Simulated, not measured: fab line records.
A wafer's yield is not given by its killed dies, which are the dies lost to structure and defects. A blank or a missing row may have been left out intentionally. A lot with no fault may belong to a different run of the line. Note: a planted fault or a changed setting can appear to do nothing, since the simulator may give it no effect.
fab line records	flow sky130
[record] lots = 7	wafers = 18	last_day = 49
route steps=708 shown NWELL@59 PAD_OPEN@708
lots untouched by any fault: they come from a run of this same line in which no faults occurred
start_h: start of the lot's first displayed wafer, in hours after the record's first day	wait_h: hours from the lot's prior step to this one	" unchanged from the row above	L1.1+2: a single row standing in for several wafers	- either no value or no given start	* or withheld: withheld	< > ~ a bound
route shown NAME@n: NAME is a module with steps in the file, n the number in the route of the first one	usual: average and standard deviation across the fault-free wafers	same: alike in all rows	chamber/n: place in a boat	sites: each site's reading	_std_site: standard deviation across them	_edge_site: inner sites' mean taken away from outer sites' mean	radius_mm: how far each site lies from the wafer's centre	mask NAME#n: copy n	behind: the tool/chamber that last shaped the wafer	hold: why the lot was held/for how many hours/how that ended	device: names the non-switching transistor (n, p or np)	end of line: tests of these same wafers at the route's end	a step without rows: its recipe alone	killed: dies lost to structure and defects at the first sort, not the wafer's yield	map: a wafer's dies, x killed, . not, _ none there
set.NAME: the setting the step ran with; set.NAME@STEP: the setting that earlier step ran with	model.NAME: the simulator's own value behind a step, which no gauge read
a table for each step, a row for each wafer; lots at some steps of the route
services: a tool's chamber out of use, with start hour (start_h, from the record's first day; less than 0 if before it), hours out, and reason
[[steps]]
[step SKY_NWELL_SOFTBAKE_06]
[recipe] temp_c = 110	time_s = withheld
[step SKY_NWELL_EXPOSE_07]
[recipe] mask_id = NWM	na = 0.6	source_shape = conventional	sigma_outer = 0.6	polarization = unpolarized	target_cd_nm = 840	dose_mj = 255
[step SKY_NWELL_PEB_08]
[recipe] temp_c = 115	time_s = withheld
[step SKY_NWELL_DEVELOP_09]
[recipe] wall_angle_deg = 90	developer = TMAH	develop_time_s = 60	dev_temp_c = 23
[step SKY_NWELL_OVL_MEAS_10]
[usual] NWELL_00_OVL = 0.3/1.7
lot.wafer	tool	chamber	start_h	wait_h	NWELL_00_OVL[nm]
L863.2	overlay-02	-	113.61	-	-2.2
L863.3	"	-	"	"	-2.4
L863.5	"	-	"	"	-1.9
L866.1	overlay-01	-	129.12	-	1.0
L866.5	"	-	"	"	1.1
L868.1	overlay-01	-	143.52	-	4.3
L868.6	"	-	"	"	3.1
L872.4	overlay-01	-	163.67	-	0.6
L872.6	"	-	"	"	1.5
L875.2	overlay-02	-	180.38	-	-2.3
L875.3	"	-	"	"	-0.9
L875.4	"	-	"	"	0.8
L877.2	overlay-02	-	190.58	-	1.8
L877.3	"	-	"	"	0.6
L877.6	"	-	"	"	0.5
L878.1	overlay-02	-	200.72	-	-1.8
L878.3	"	-	"	"	-2.8
L878.5	"	-	"	"	-1.6
[step SKY_NWELL_IMPLANT_11]
[recipe] species = P	energy_kev = 400	dose_cm2 = 1.9e+13	tilt_deg = withheld
[step SKY_NWELL_IMPLANT_12]
[recipe] species = P	energy_kev = 120	dose_cm2 = 1.3e+12	tilt_deg = withheld
[step SKY_NWELL_IMPLANT_13]
[recipe] species = P	energy_kev = 50	dose_cm2 = 7e+11	tilt_deg = withheld
[step SKY_NWELL_STRIP_14]
[recipe] chemistry = O2/N2	power_w = 1400	pressure_mtorr = 1500	platen_temp_c = withheld	o2_flow_sccm = 3000	n2_flow_sccm = 300	overash_fraction = 0.5
[usual] drypump_motor_current_A = 5.7/0.52	oes_product_au = 0.722/0.0045	strip_time_to_endpoint_s = 36.93/0.1
lot.wafer	tool	chamber	start_h	wait_h	drypump_motor_current_A	oes_product_au	rf_hours_counter_h	strip_time_to_endpoint_s
L863.2	plasma_asher-01	0	114.09	0.1	6.4	0.718	40	36.86
L863.3	"	1	"	"	5.0	0.719	-	36.90
L863.5	"	1	"	"	5.0	0.719	-	36.79
L866.1	plasma_asher-03	0	129.60	0.1	5.8	0.724	1	37.00
L866.5	"	0	"	"	5.8	0.722	-	36.93
L868.1	plasma_asher-04	0	144.00	0.1	6.1	0.719	48	36.94
L868.6	"	1	"	"	5.2	0.720	-	36.87
L872.4	plasma_asher-03	1	164.17	0.1	5.8	0.731	-	37.03
L872.6	"	0	"	"	5.8	0.723	-	36.93
L875.2	plasma_asher-03	1	180.86	0.1	5.7	0.720	7	37.10
L875.3	"	1	"	"	5.7	0.721	-	37.11
L875.4	"	0	"	"	5.7	0.729	-	37.10
L877.2	plasma_asher-01	0	191.06	0.1	6.4	0.724	45	37.11
L877.3	"	1	"	"	5.0	0.724	-	37.02
L877.6	"	1	"	"	5.0	0.730	-	36.99
L878.1	plasma_asher-04	0	201.21	0.1	6.1	0.721	54	36.80
L878.3	"	0	"	"	6.1	0.720	-	36.86
L878.5	"	1	"	"	5.2	0.710	-	36.87
[step SKY_NWELL_TW_MEAS_15]
[usual] NWELL_TW = 1837/15
lot.wafer	tool	chamber	start_h	wait_h	NWELL_TW
L863.2	film_metro-01	-	114.20	0.1	1825
L863.3	"	-	"	"	1821
L863.5	"	-	"	"	1816
L866.1	film_metro-02	-	129.70	0.1	1831
L866.5	"	-	"	"	1829
L868.1	film_metro-01	-	144.10	0.1	1823
L868.6	"	-	"	"	1828
L872.4	film_metro-04	-	164.26	0.1	1857
L872.6	"	-	"	"	1856
L875.2	film_metro-04	-	180.97	0.1	1856
L875.3	"	-	"	"	1842
L875.4	"	-	"	"	1860
L877.2	film_metro-01	-	191.17	0.1	1827
L877.3	"	-	"	"	1832
L877.6	"	-	"	"	1814
L878.1	film_metro-02	-	201.31	0.1	1818
L878.3	"	-	"	"	1830
L878.5	"	-	"	"	1825
[step SKY_NWELL_DEHYDRATE_16]
[recipe] temp_c = 200	time_s = 60
[step SKY_NWELL_HMDS_17]
[recipe] prime_time_s = 60	prime_temp_c = 120
[step SKY_NWELL_COAT_18]
[recipe] spin_rpm = 2000	resist_thk_nm = 3000
[usual] exhaust_pa = 45.0/0.81
lot.wafer	tool	chamber	start_h	wait_h	exhaust_pa	model.coat_of_NWELL_COAT_18.thk_nm
L863.2	litho_track-02	0	122.70	0.1	44.0	2989
L863.3	"	0	"	"	45.0	2996
L863.5	"	0	"	"	43.5	3003
L866.1	litho_track-02	0	139.02	0.1	44.7	2984
L866.5	"	0	"	"	45.0	1795
L868.1	litho_track-02	0	153.02	0.1	43.4	2995
L868.6	"	0	"	"	45.1	1799
L872.4	litho_track-02	0	173.85	0.1	44.8	2994
L872.6	"	0	"	"	44.1	1798
L875.2	litho_track-01	0	190.82	0.1	44.0	3002
L875.3	"	0	"	"	44.3	2993
L875.4	"	0	"	"	44.3	3001
L877.2	litho_track-01	0	201.02	0.1	46.2	2990
L877.3	"	0	"	"	46.2	2984
L877.6	"	0	"	"	44.8	2984
L878.1	litho_track-03	0	210.47	0.1	45.2	3009
L878.3	"	0	"	"	46.4	2997
L878.5	"	0	"	"	45.9	2989
[step SKY_NWELL_SOFTBAKE_19]
[recipe] temp_c = 110	time_s = withheld
[step SKY_NWELL_EXPOSE_20]
[recipe] mask_id = NWM_COMPLEMENT	na = 0.6	source_shape = conventional	sigma_outer = 0.6	polarization = unpolarized	target_cd_nm = 840	dose_mj = 260
[step SKY_NWELL_PEB_21]
[recipe] temp_c = 115	time_s = withheld
[step SKY_NWELL_DEVELOP_22]
[recipe] wall_angle_deg = 90	developer = TMAH	develop_time_s = 60	dev_temp_c = 23
[usual] exhaust_pa = 45.0/0.86
lot.wafer	tool	chamber	start_h	wait_h	exhaust_pa	model.coat_of_NWELL_COAT_18.thk_nm
L863.2	litho_track-02	0	-	-	44.9	2985
L863.3	"	0	"	"	44.6	2992
L863.5	"	0	"	"	45.7	2999
L866.1	litho_track-02	0	-	-	45.8	2980
L866.5	"	0	"	"	47.1	1791
L868.1	litho_track-02	0	-	-	45.3	2991
L868.6	"	0	"	"	45.3	1794
L872.4	litho_track-02	0	-	-	44.2	2990
L872.6	"	0	"	"	45.0	1793
L875.2	litho_track-02	0	-	-	46.1	2998
L875.3	"	0	"	"	45.0	2989
L875.4	"	0	"	"	45.3	2997
L877.2	litho_track-02	0	-	-	45.0	2986
L877.3	"	0	"	"	46.1	2979
L877.6	"	0	"	"	46.2	2980
L878.1	litho_track-02	0	-	-	44.4	3005
L878.3	"	0	"	"	45.1	2993
L878.5	"	0	"	"	44.9	2984
[step SKY_NWELL_OVL_MEAS_23]
[usual] NWELL_01_OVL = 0.1/1.2
lot.wafer	tool	chamber	start_h	wait_h	NWELL_01_OVL[nm]
L863.2	overlay-02	-	132.78	-	-1.5
L863.3	"	-	"	"	-1.5
L863.5	"	-	"	"	-1.1
L866.1	overlay-01	-	148.37	-	0.4
L866.5	"	-	"	"	-0.5
L868.1	overlay-01	-	162.92	-	1.2
L868.6	"	-	"	"	2.6
L872.4	overlay-01	-	183.74	-	-0.4
L872.6	"	-	"	"	1.5
L875.2	overlay-01	-	201.08	-	2.3
L875.3	"	-	"	"	1.8
L875.4	"	-	"	"	2.7
L877.2	overlay-01	-	210.83	-	0.8
L877.3	"	-	"	"	-0.2
L877.6	"	-	"	"	0.1
L878.1	overlay-01	-	221.37	-	-0.1
L878.3	"	-	"	"	1.1
L878.5	"	-	"	"	1.7
[step SKY_NWELL_IMPLANT_24]
[recipe] species = B	energy_kev = 140	dose_cm2 = 9.2e+12	tilt_deg = withheld
[step SKY_NWELL_STRIP_25]
[recipe] chemistry = O2/N2	power_w = 1400	pressure_mtorr = 1500	platen_temp_c = withheld	o2_flow_sccm = 3000	n2_flow_sccm = 300	overash_fraction = 0.5
[usual] drypump_motor_current_A = 5.7/0.47	oes_product_au = 0.723/0.0046	strip_time_to_endpoint_s = 36.92/0.12
lot.wafer	tool	chamber	start_h	wait_h	drypump_motor_current_A	oes_product_au	rf_hours_counter_h	strip_time_to_endpoint_s
L863.2	plasma_asher-04	1	132.96	0.1	5.2	0.721	47	36.78
L863.3	"	1	"	"	5.2	0.727	-	36.88
L863.5	"	0	"	"	6.1	0.725	-	36.96
L866.1	plasma_asher-01	0	148.56	0.1	6.4	0.719	42	36.71
L866.5	"	1	"	"	5.0	0.720	-	22.94
L868.1	plasma_asher-01	0	163.11	0.1	6.4	0.721	43	36.86
L868.6	"	1	"	"	5.0	0.714	-	22.98
L872.4	plasma_asher-03	1	183.94	0.1	5.7	0.723	-	36.86
L872.6	"	0	"	"	5.7	0.717	-	22.96
L875.2	plasma_asher-03	0	201.26	0.1	5.8	0.715	9	36.95
L875.3	"	1	"	"	5.7	0.723	-	36.84
L875.4	"	0	"	"	5.8	0.725	-	36.94
L877.2	plasma_asher-04	0	211.01	0.1	6.1	0.718	55	36.79
L877.3	"	0	"	"	6.1	0.714	-	36.72
L877.6	"	0	"	"	6.1	0.730	-	36.73
L878.1	plasma_asher-03	1	221.56	0.1	5.7	0.725	10	37.03
L878.3	"	1	"	"	5.7	0.727	-	36.88
L878.5	"	1	"	"	5.7	0.719	-	36.76
[step SKY_NWELL_TW_MEAS_26]
[usual] NWELL_2_TW = 502/4
lot.wafer	tool	chamber	start_h	wait_h	NWELL_2_TW
L863.2	film_metro-01	-	133.07	0.1	501
L863.3	"	-	"	"	501
L863.5	"	-	"	"	500
L866.1	film_metro-02	-	148.66	0.1	503
L866.5	"	-	"	"	507
L868.1	film_metro-04	-	163.21	0.1	504
L868.6	"	-	"	"	506
L872.4	film_metro-01	-	184.04	0.1	501
L872.6	"	-	"	"	500
L875.2	film_metro-04	-	201.37	0.1	506
L875.3	"	-	"	"	507
L875.4	"	-	"	"	507
L877.2	film_metro-02	-	211.12	0.1	497
L877.3	"	-	"	"	498
L877.6	"	-	"	"	498
L878.1	film_metro-01	-	221.66	0.1	500
L878.3	"	-	"	"	499
L878.5	"	-	"	"	499
[step SKY_PAD_OPEN_PROBE_99]
[usual] killed_at_M0_to_M3 = 42/7.4	killed_at_M4_up = 3.4/1.8	killed_at_contacts = 25/5.4	killed_at_front_end = 15/4.4	killed_at_other = 0.2/0.52	killed_dies = 86/9.3	killed_open = 47/7.6	killed_short = 39/6.5
[same] gross_dies = 492	killed_at_back_side = 0
lot.wafer	tool	chamber	start_h	wait_h	killed_at_M0_to_M3	killed_at_M4_up	killed_at_contacts	killed_at_front_end	killed_at_other	killed_dies	killed_open	killed_short	model.etest.nfet_16v.r_on_ohm_um	model.etest.pfet_16v.r_on_ohm_um	model.etest.res_iso_pwell.width_nm	model.etest.res_nwell.width_nm	model.etest.pfet_16v.drive_ua_um
L863.2	prober-01	-	1100.01	0.1	48	5	22	16	0	91	55	36	1.422e+04	1.513e+04	2631	842.8	247.7
L863.3	prober-01	-	1100.06	0.2	53	9	37	7	0	106	63	43	1.422e+04	1.493e+04	2635	841.8	249.8
L863.5	prober-01	-	1100.16	0.2	30	6	37	20	1	94	59	35	1.413e+04	1.503e+04	2655	843.8	249.6
L866.1	prober-02	-	1113.62	0.1	39	4	20	8	0	71	35	36	1.44e+04	1.498e+04	2649	841.7	252.6
L866.5	prober-02	-	1113.82	0.2	39	3	30	16	0	88	49	39	1.48e+04	1.444e+04	2729	800.8	262
L868.1	prober-02	-	1128.65	0.1	34	2	27	12	0	75	40	35	1.428e+04	1.56e+04	2653	843	236.8
L868.6	prober-02	-	1128.90	0.2	33	4	24	23	0	84	47	37	1.449e+04	1.506e+04	2730	799.9	249.8
L872.4	prober-02	-	1143.75	0.2	40	3	19	21	0	83	40	43	1.398e+04	1.483e+04	2660	837.4	254.4
L872.6	prober-02	-	1143.85	0.2	37	2	25	14	1	79	38	41	1.45e+04	1.471e+04	2736	801.9	262.7
L875.2	prober-02	-	1160.89	0.1	51	5	30	14	0	100	57	43	1.415e+04	1.559e+04	2640	846.3	243
L875.3	prober-02	-	1160.94	0.2	49	3	34	19	0	105	63	42	1.401e+04	1.519e+04	2647	839.9	248.2
L875.4	prober-02	-	1160.99	0.2	41	3	24	23	0	91	50	41	1.411e+04	1.564e+04	2636	840.7	245
L878.1	prober-02	-	1180.24	0.1	34	3	22	17	0	76	52	24	1.397e+04	1.485e+04	2654	831.5	249.9
L878.3	prober-02	-	1180.34	0.2	51	3	20	13	0	87	36	51	1.405e+04	1.513e+04	2673	831.2	247.8
L878.5	prober-02	-	1180.44	0.2	49	3	24	9	0	85	52	33	1.429e+04	1.507e+04	2658	835.1	245.9
L877.2	prober-01	-	1182.65	0.1	30	1	39	14	0	84	43	41	1.4e+04	1.532e+04	2624	846	248.2
L877.3	prober-01	-	1182.70	0.2	42	5	35	15	0	97	59	38	1.406e+04	1.523e+04	2648	851.7	247.7
L877.6	prober-01	-	1182.85	0.2	59	3	15	21	0	98	58	40	1.404e+04	1.578e+04	2636	854.4	242.9
// killed by level:class
L863.2 VIA1:geometric_particle:open=12 CONTACT:geometric_particle:open=11 VIA3:geometric_particle:open=10 FIELD_ISO:geometric_particle:open=5 METAL1:geometric_particle:short=5 VIA1:geometric_particle:short=5 CONTACT:geometric_particle:short=4 METAL3:geometric_particle:short=4
L863.3 CONTACT:geometric_particle:open=15 VIA1:geometric_particle:open=12 VIA3:geometric_particle:open=12 LI_CONTACT:geometric_particle:open=9 METAL1:geometric_particle:short=9 CONTACT:geometric_particle:short=7 METAL4:geometric_particle:short=5 LOCAL_INTERCONNECT:geometric_particle:short=4
L863.5 LI_CONTACT:geometric_particle:open=16 CONTACT:geometric_particle:open=10 FIELD_ISO:geometric_particle:open=9 VIA1:geometric_particle:open=9 VIA3:geometric_particle:open=6 METAL4:geometric_particle:short=5 FIELD_ISO:geometric_particle:short=4 POLY_GATE:geometric_particle:short=4
L866.1 VIA3:geometric_particle:open=7 LI_CONTACT:geometric_particle:open=6 VIA1:geometric_particle:open=6 CONTACT:geometric_particle:open=5 METAL2:geometric_particle:short=4 CONTACT:geometric_particle:short=4 VIA2:geometric_particle:short=4 VIA3:geometric_particle:short=4
L866.5 LI_CONTACT:geometric_particle:open=10 VIA2:geometric_particle:open=9 VIA1:geometric_particle:short=8 VIA3:geometric_particle:open=6 CONTACT:geometric_particle:open=6 LOCAL_INTERCONNECT:geometric_particle:short=5 VIA1:geometric_particle:open=5 POLY_GATE:geometric_particle:open=4
L868.1 CONTACT:geometric_particle:open=11 VIA1:geometric_particle:open=11 FIELD_ISO:geometric_particle:short=6 LI_CONTACT:geometric_particle:open=6 METAL2:geometric_particle:short=6 CONTACT:geometric_particle:short=5 VIA1:geometric_particle:short=4 LOCAL_INTERCONNECT:geometric_particle:short=4
L868.6 VIA1:geometric_particle:open=10 FIELD_ISO:geometric_particle:open=6 CONTACT:geometric_particle:short=6 CONTACT:geometric_particle:open=6 FIELD_ISO:geometric_particle:short=4 POLY_GATE:geometric_particle:short=4 POLY_GATE:geometric_particle:open=4 LI_CONTACT:geometric_particle:open=4
L872.4 CONTACT:geometric_particle:open=10 VIA1:geometric_particle:open=8 VIA3:geometric_particle:open=8 POLY_GATE:geometric_particle:short=7 FIELD_ISO:geometric_particle:short=5 CONTACT:geometric_particle:short=5 VIA2:geometric_particle:open=5 FIELD_ISO:geometric_particle:open=4
L872.6 VIA1:geometric_particle:open=10 LI_CONTACT:geometric_particle:open=8 CONTACT:geometric_particle:open=7 CONTACT:geometric_particle:short=7 VIA3:geometric_particle:short=7 METAL2:geometric_particle:short=6 POLY_GATE:geometric_particle:open=4 POLY_GATE:geometric_particle:short=3
L875.2 VIA1:geometric_particle:open=15 LI_CONTACT:geometric_particle:open=10 CONTACT:geometric_particle:open=10 VIA2:geometric_particle:open=7 VIA3:geometric_particle:open=7 LOCAL_INTERCONNECT:geometric_particle:short=5 CONTACT:geometric_particle:short=5 VIA1:geometric_particle:short=5
L875.3 VIA1:geometric_particle:open=16 LI_CONTACT:geometric_particle:open=12 METAL1:geometric_particle:short=8 LOCAL_INTERCONNECT:geometric_particle:short=7 CONTACT:geometric_particle:open=7 POLY_GATE:geometric_particle:open=6 CONTACT:geometric_particle:short=6 VIA2:geometric_particle:open=5
L875.4 CONTACT:geometric_particle:open=10 FIELD_ISO:geometric_particle:short=9 VIA1:geometric_particle:open=9 LI_CONTACT:geometric_particle:open=6 VIA2:geometric_particle:open=6 VIA3:geometric_particle:open=6 POLY_GATE:geometric_particle:open=5 CONTACT:geometric_particle:short=5
L878.1 CONTACT:geometric_particle:open=11 VIA1:geometric_particle:open=9 FIELD_ISO:geometric_particle:open=7 VIA3:geometric_particle:open=6 LI_CONTACT:geometric_particle:open=5 VIA1:geometric_particle:short=5 POLY_GATE:geometric_particle:open=3 CONTACT:geometric_particle:short=3
L878.3 VIA1:geometric_particle:open=12 METAL2:geometric_particle:short=7 FIELD_ISO:geometric_particle:short=6 CONTACT:geometric_particle:open=6 VIA1:geometric_particle:short=6 METAL1:geometric_particle:short=6 VIA3:geometric_particle:open=6 VIA2:geometric_particle:open=5
L878.5 CONTACT:geometric_particle:open=11 VIA3:geometric_particle:open=11 VIA2:geometric_particle:open=8 VIA1:geometric_particle:open=7 METAL1:geometric_particle:short=6 CONTACT:geometric_particle:short=5 FIELD_ISO:geometric_particle:open=4 METAL2:geometric_particle:short=4
L877.2 LI_CONTACT:geometric_particle:open=12 CONTACT:geometric_particle:open=9 VIA1:geometric_particle:open=9 CONTACT:geometric_particle:short=7 LOCAL_INTERCONNECT:geometric_particle:short=6 METAL1:geometric_particle:short=6 FIELD_ISO:geometric_particle:short=4 LI_CONTACT:geometric_particle:short=4
L877.3 LI_CONTACT:geometric_particle:open=14 VIA1:geometric_particle:open=11 VIA2:geometric_particle:open=8 METAL1:geometric_particle:short=7 CONTACT:geometric_particle:open=7 FIELD_ISO:geometric_particle:open=5 POLY_GATE:geometric_particle:open=5 CONTACT:geometric_particle:short=5
L877.6 VIA2:geometric_particle:open=13 METAL2:geometric_particle:short=10 FIELD_ISO:geometric_particle:open=8 VIA1:geometric_particle:open=8 VIA3:geometric_particle:open=7 CONTACT:geometric_particle:open=6 VIA2:geometric_particle:short=5 POLY_GATE:geometric_particle:open=4
[[services]]
tool	chamber	start_h	hours	kind
plasma_asher-03	-	108.75	9.0	pm
plasma_asher-03	0	108.75	9.0	vent_cycle
plasma_asher-03	1	108.75	9.0	vent_cycle
plasma_asher-03	0	117.75	-	clean
plasma_asher-03	1	117.75	-	clean
plasma_asher-01	-	121.35	14.6	pm
plasma_asher-03	-	159.55	1.3	repair
plasma_asher-01	-	177.14	4.3	pm
plasma_asher-03	-	210.47	2.5	repair
[[key]]
[first_sign] step = SKY_NWELL_STRIP_25	reading = strip_time_to_endpoint_s	direction = down	sigmas = 99+	usual = *	struck = *
effect none on later readings
[model_effect] step = SKY_NWELL_COAT_18	value = coat_of_NWELL_COAT_18.thk_nm	without = 2991	struck = 1797
[model_effect] step = SKY_NWELL_DEVELOP_22	value = coat_of_NWELL_COAT_18.thk_nm	without = 2987	struck = 1793
[model_effect] step = SKY_PAD_OPEN_PROBE_99	value = etest.nfet_16v.r_on_ohm_um	without = 1.404e+04	struck = 1.46e+04
met_at SKY_NWELL_COAT_18
struck_wafers L866.5,L868.6,L872.6
tester_left_out L866,L868,L872
onset_between 122.70 139.02
[fault] kind = process_parameter_drift	tool = litho_track-02	chamber = -	onset_h = 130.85	steps = SKY_NWELL_COAT_18	channel = resist_thk_nm	offset = -1197.7	shape = step	end_h = 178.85	scope = struck_wafers_only	acts_in = these_recipes_only	stated = 3000
// tester_left_out: of these lots the tester's yield and bins aren't shown, on N5 and GAA mostly nor the transistor test; their killed dies are dies lost to structure and defects alone, not to doping, threshold or leakage, so they don't give the yield
